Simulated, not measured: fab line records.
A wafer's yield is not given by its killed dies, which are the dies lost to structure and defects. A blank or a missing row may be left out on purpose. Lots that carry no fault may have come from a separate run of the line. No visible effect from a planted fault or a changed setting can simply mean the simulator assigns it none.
A single fault, viewed from 2 desks || flow sky130 || only its own numbers are on each desk; what lay behind them is given at the end

== TOOL OWNER'S DESK, cmp-02 ==
The tool's own readings at SKY_VIA1_CMP_24 (polishes, stops on SiO2, t overpolish 15 s, target thk 0 nm): means of the sampled wafers that have a number, for each lot that ran on this tool. Marked OUT: a lot whose mean sits more than 4 standard deviations from the usual mean, which makes it out of limits; the brackets give that distance.
Columns: A = motor current A at SKY_VIA1_CMP_24, usual 11.4 A; B = overpolish run s at SKY_VIA1_CMP_24, usual 15.000 s; C = time to endpoint s at SKY_VIA1_CMP_24, usual 63 s
{"lot": "L919", "first seen here": "day 34 10:29", "A": 10.6, "B": 15.002, "C": 65}
{"lot": "L920", "first seen here": "day 34 12:49", "A": 11.1, "B": 15.000, "C": 63}
{"lot": "L922", "first seen here": "day 35 15:39", "A": 10.5, "B": 14.992, "C": 60}
{"lot": "L924", "first seen here": "day 36 10:18", "A": 10.5, "B": 14.990, "C": 62}
{"lot": "L923", "first seen here": "day 36 12:14", "A": 11.6, "B": 15.008, "C": 61}
{"lot": "L934", "first seen here": "day 39 00:13", "A": 12.2, "B": "7.513 (-99 or more) OUT", "C": "84 (+6.6) OUT"}
{"lot": "L935", "first seen here": "day 39 09:21", "A": 12.1, "B": "5.023 (-99 or more) OUT", "C": "89 (+8.4) OUT"}
Finding of this desk: L934, L935 out of limits; the first was L934 at day 39 00:13, on overpolish run s at SKY_VIA1_CMP_24. In limits: L919, L920, L922, L924, L923.

== THE METROLOGY DESK ==
What the gauges read, lot by lot, whatever tool the lot ran on: means of the sampled wafers that have a number. Marked OUT: a lot whose mean sits more than 4 standard deviations from the usual mean, which makes it out of limits; the brackets give that distance.
Columns: A = cd nm at SKY_METAL1_CD_MEAS_15, usual 140.3 nm; B = cd nm at SKY_VIA1_CD_MEAS_12, usual 149.3 nm
{"lot": "L918", "first seen here": "day 32 09:33", "A": 139.5, "B": 147.8}
{"lot": "L919", "first seen here": "day 33 04:35", "A": 140.4, "B": 149.4}
{"lot": "L920", "first seen here": "day 33 06:29", "A": 140.1, "B": 148.2}
{"lot": "L921", "first seen here": "day 34 05:43", "A": 143.8, "B": 148.8}
{"lot": "L922", "first seen here": "day 34 09:46", "A": 140.8, "B": 147.7}
{"lot": "L924", "first seen here": "day 35 04:21", "A": 139.7, "B": 149.3}
{"lot": "L925", "first seen here": "day 35 05:37", "A": 141.7, "B": 150.6}
{"lot": "L923", "first seen here": "day 35 06:56", "A": 142.3, "B": 152.5}
{"lot": "L926", "first seen here": "day 35 17:49", "A": 140.0, "B": 152.6}
{"lot": "L934", "first seen here": "day 37 19:50", "A": 140.6, "B": 150.1}
{"lot": "L935", "first seen here": "day 38 05:45", "A": 141.8, "B": 148.5}
{"lot": "L939", "first seen here": "day 39 10:05", "A": 140.5, "B": 148.7}
{"lot": "L941", "first seen here": "day 39 20:36", "A": 140.0, "B": 149.4}
Finding of this desk: none of the 13 lots has anything out of limits.

== ALL TOGETHER ==
On L934, L935, at day 39 00:13, an alarm was possible from the tool owner's desk.
At the metrology desk, nothing out of limits was observed.
The metrology desk has L934, L935 on record, within its limits.
All the named lots went through SKY_VIA1_CMP_24 on cmp-02.

== WHAT HAD BEEN PUT IN BY THE SIMULATOR ==
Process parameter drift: cmp-02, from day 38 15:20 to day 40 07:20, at SKY_VIA1_CMP_24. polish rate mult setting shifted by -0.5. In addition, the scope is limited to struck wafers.
Lots struck among those shown: L934, L935.
Each desk's first reading out of limits, in hours after the fault started: the tool owner's desk, 9.
